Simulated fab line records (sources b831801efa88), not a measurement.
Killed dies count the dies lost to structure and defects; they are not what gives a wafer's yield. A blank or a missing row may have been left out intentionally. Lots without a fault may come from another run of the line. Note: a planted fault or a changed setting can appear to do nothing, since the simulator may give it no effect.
Split-lot study -- flow sfq line -- on a route of 325 steps: 5 lots, 27 wafers read

== ON THE SPLIT ==
At SFQ_TRILAYER_M0_ETCH_METAL_ETCH_024 (etches Nb in Cl2/Ar, stops on SiO2, target depth 240 nm, time 120 s), the setting time s was moved away from the recipe's 120 s on 6 of the 27 wafers read, by -57.4% to -30.4%. This setting was run at the recipe's value on the other wafers.

The split's own step is where the reading is taken.

== THE READING ==
oes product au, in a.u., at SFQ_TRILAYER_M0_ETCH_METAL_ETCH_024 (etches Nb in Cl2/Ar, stops on SiO2, target depth 240 nm, time 120 s). Typical for fault-free wafers on this fab line: 0.895 a.u., with standard deviation 0.0083 a.u.

wafer,"tool, chamber at the split","time s as run, s",against the recipe,"oes product au, a.u.",against lot-mates on the recipe
L077.1,"rie metal-02, 0",120,recipe,0.902,-
L077.2,"rie metal-02, 1",51.08,-57.4%,0.997,+0.096
L077.3,"rie metal-02, 1",51.08,-57.4%,1.008,+0.107
L077.4,"rie metal-02, 0",120,recipe,0.910,-
L077.5,"rie metal-02, 0",51.08,-57.4%,1.003,+0.102
L077.6,"rie metal-02, 1",120,recipe,0.891,-
L078.1,"rie metal-04, 1",120,recipe,0.897,-
L078.2,"rie metal-04, 0",120,recipe,0.891,-
L078.6,"rie metal-04, 0",120,recipe,0.901,-
L079.1,"rie metal-01, 1",120,recipe,0.896,-
L079.2,"rie metal-01, 0",120,recipe,0.885,-
L079.3,"rie metal-01, 1",120,recipe,0.890,-
L079.4,"rie metal-01, 0",120,recipe,0.892,-
L079.5,"rie metal-01, 0",120,recipe,0.886,-
L079.6,"rie metal-01, 1",120,recipe,0.885,-
L083.1,"rie metal-02, 0",83.57,-30.4%,1.020,+0.131
L083.2,"rie metal-02, 1",83.57,-30.4%,1.002,+0.113
L083.3,"rie metal-02, 1",120,recipe,0.891,-
L083.4,"rie metal-02, 0",120,recipe,0.879,-
L083.5,"rie metal-02, 0",120,recipe,0.898,-
L083.6,"rie metal-02, 1",83.57,-30.4%,1.014,+0.125
L085.1,"rie metal-02, 0",120,recipe,0.889,-
L085.2,"rie metal-02, 1",120,recipe,0.882,-
L085.3,"rie metal-02, 0",120,recipe,0.891,-
L085.4,"rie metal-02, 1",120,recipe,0.904,-
L085.5,"rie metal-02, 0",120,recipe,0.903,-
L085.6,"rie metal-02, 1",120,recipe,0.890,-

FIT RESULTS
A straight line over all 27 wafers: oes product au changes by -0.00228 a.u. for each +1% of time s; r = -0.92; the points scatter about the line by 0.02 a.u.
The same after taking each lot's own level away (the mean of its wafers on the recipe; 27 wafers): -0.00219 a.u. for each +1%; r = -0.90; scatter 0.022 a.u.
According to that fit, moving time s by its largest amount changes the reading by 0.13 a.u.
The span of the lots' own levels, 0.8890 to 0.9010 a.u., comes to 1.4 times the standard deviation stated above.
Consequently the slope shifts little with the lot-to-lot level, the two slopes agreeing.
Check: for one of the wafers moved furthest among these (-57.4%), held out of the fit, the line's prediction against its lot-mates is +0.141 a.u. Against them it came out at +0.096 a.u.
Tool readings at the split's step, against how far the setting was moved: oes product au r = -0.92.

== OTHER SPLITS APPLIED TO THESE WAFERS ==
Note: prior to the reading, these wafers also went through further splits. Each is held against what the fit with the lots' levels taken away leaves over:
other split on the same wafers,wafers away from the commonest value,r with oes product au (lot level and that fit taken away)
SFQ_TRILAYER_L0_BARC_OPEN_METAL_ETCH_010 time s,9,-0.44

== THE WHOLE CHAIN: every reading that the file lists as answering this split, in the file's order ==
step,what it does,reading,change (the file's fit),r (the file's)
SFQ_TRILAYER_M0_ETCH_METAL_ETCH_024,"etches Nb in Cl2/Ar, stops on SiO2, target depth 240 nm, time 120 s",oes product au,-0.00227 a.u. for each +1% of the setting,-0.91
SFQ_TRILAYER_M0_ETCH_METAL_ETCH_024,"etches Nb in Cl2/Ar, stops on SiO2, target depth 240 nm, time 120 s","etch.depth nm (the simulator's own value, which no gauge read)",+1.64 nm for each +1% of the setting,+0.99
SFQ_TRILAYER_M0_ETCH_METAL_ETCH_024,"etches Nb in Cl2/Ar, stops on SiO2, target depth 240 nm, time 120 s","M0.feature depth nm (the simulator's own value, which no gauge read)",+1.55 nm for each +1% of the setting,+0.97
SFQ_TRILAYER_M0_ETCH_METAL_ETCH_024,"etches Nb in Cl2/Ar, stops on SiO2, target depth 240 nm, time 120 s","KrF_of_TRILAYER_M0_LITHO_COAT_021.thk nm (the simulator's own value, which no gauge read)",-1.43 nm for each +1% of the setting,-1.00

== THE FILE'S OWN FIT ==
oes product au changes by -0.00227 a.u. for each +1% of time s, r = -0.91.
